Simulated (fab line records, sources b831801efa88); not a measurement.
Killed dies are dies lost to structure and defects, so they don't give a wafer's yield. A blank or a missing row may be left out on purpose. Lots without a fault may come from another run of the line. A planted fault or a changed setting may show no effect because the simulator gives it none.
A struck lot beside a sound one | flow sky130 | 16 steps out of a route of 708
Sound: wafers L255.1, L255.4, L255.6. Struck: wafers L270.2, L270.3, L270.4. The cause comes at the end.
At each step with rows: each side's tool, then ch and its chambers, then its first start. Under that, the readings that differ: sound wafers | struck wafers | difference of the means | sigmas: that difference in standard deviations of wafers without a fault.
alike: readings whose means differ by less than 2 such deviations, and words and numbers that are the same on both sides. not compared: withheld readings, readings that some wafer has no value for, bounds like >300 that may hide the same value, and numbers for which the record gives no deviation and whose values overlap.
The two part at a step that has a row with sigmas, a row that says differs or no value, or rows on one side only. Numbers that don't overlap but have no deviation are shown without sigmas and don't part them. A reading that every wafer of one side lacks parts them only if that side has two wafers or more.

SKY_VIA1_ETCH_14: etches BARC in N2/H2, stops on SiO2, time 45.9 s, target depth 60 nm.
  sound on rie_diel-03 ch 0,2,3, day 34 08:47; struck on rie_diel-02 ch 0,1,2, day 38 22:04
  alike: drypump_motor_current_A, oes_product_au, throttle_valve_pct
  not compared: rf_hours_counter_h
then, 6 steps without rows for these wafers: SKY_VIA1_ETCH_15 (etches SiO2 in C4F8/O2/Ar, stops on TiN, target depth 351 nm, time 54 s); SKY_VIA1_STRIP_16 (strips in O2/N2); SKY_VIA1_STRIP_17 (strips in post etch residue remover, time 1200 s); SKY_VIA1_CLEAN_18 (cleans in IPA, time 180 s); SKY_VIA1_CLEAN_19 (cleans in O3/DIW); SKY_VIA1_SPUTTER_20 (material TiN, target thk 20 nm, time 80 s).
SKY_VIA1_CVD_21: deposits W, target thk 270 nm, time 80.902 s.
  sound on cvd_w-01 ch 0,1, day 34 09:31; struck on cvd_w-02 ch 0,1, day 38 22:48
  alike: chamber_pressure_Torr, heater_power_w
SKY_VIA1_RS_MEAS_22: measures by four-point-probe.
  sound on film_metro-01, day 34 09:37; struck on film_metro-04, day 38 22:55
  alike: VIA1_W_RS
SKY_VIA1_THK_MEAS_23: measures by xrf.
  sound on film_metro-01, day 34 09:44; struck on film_metro-04, day 38 23:02
  alike: VIA1_W_THK
SKY_VIA1_CMP_24: polishes, stops on SiO2, t overpolish 15 s, target thk 0 nm.
  sound on cmp-01 ch 0,3, day 34 10:11; struck on cmp-01 ch 1,2,3, day 38 23:05
  alike: head_pressure_psi, motor_current_A, overpolish_run_s, time_to_endpoint_s
SKY_METAL2_SPUTTER_00: material Ti, target thk 15 nm, time 10 s.
  sound on pvd_sputter-04, day 34 10:29; struck on pvd_sputter-02, day 38 23:23
  reading                | sound          | struck         | difference | sigmas
  throttle_valve_pct (%) | 30.9 31.2 31.0 | 27.9 30.5 29.4 | -1.8       | -2
  alike: cathode_dc_power_W, chamber_pressure_pa
SKY_METAL2_SPUTTER_01: material TiN, target thk 20 nm, time 16.7 s.
  sound on pvd_sputter-04, day 34 10:31; struck on pvd_sputter-02, day 38 23:24
  no value came back on the struck wafers for cathode_dc_power_W (W), chamber_pressure_pa (Pa), throttle_valve_pct (%); on the sound wafers cathode_dc_power_W (W) reads 6501.4 6500.2 6499.6
then, 2 steps without rows for these wafers: SKY_METAL2_SPUTTER_02 (material AlCu, target thk 250 nm, time 13.3 s); SKY_METAL2_SPUTTER_03 (material Ti, target thk 5 nm, time 3.3 s).
SKY_METAL2_SPUTTER_04: material TiN, target thk 70 nm, time 58.3 s.
  sound on pvd_sputter-04, day 34 10:35; struck on pvd_sputter-02, day 38 23:28
  reading                | sound          | struck         | difference | sigmas
  throttle_valve_pct (%) | 31.1 30.9 31.1 | 28.1 30.4 29.3 | -1.8       | -2
  alike: cathode_dc_power_W, chamber_pressure_pa

WHERE THEY PART
First at SKY_METAL2_SPUTTER_00; last, within this record, at SKY_METAL2_SPUTTER_04.

WHY: what the simulator had put in
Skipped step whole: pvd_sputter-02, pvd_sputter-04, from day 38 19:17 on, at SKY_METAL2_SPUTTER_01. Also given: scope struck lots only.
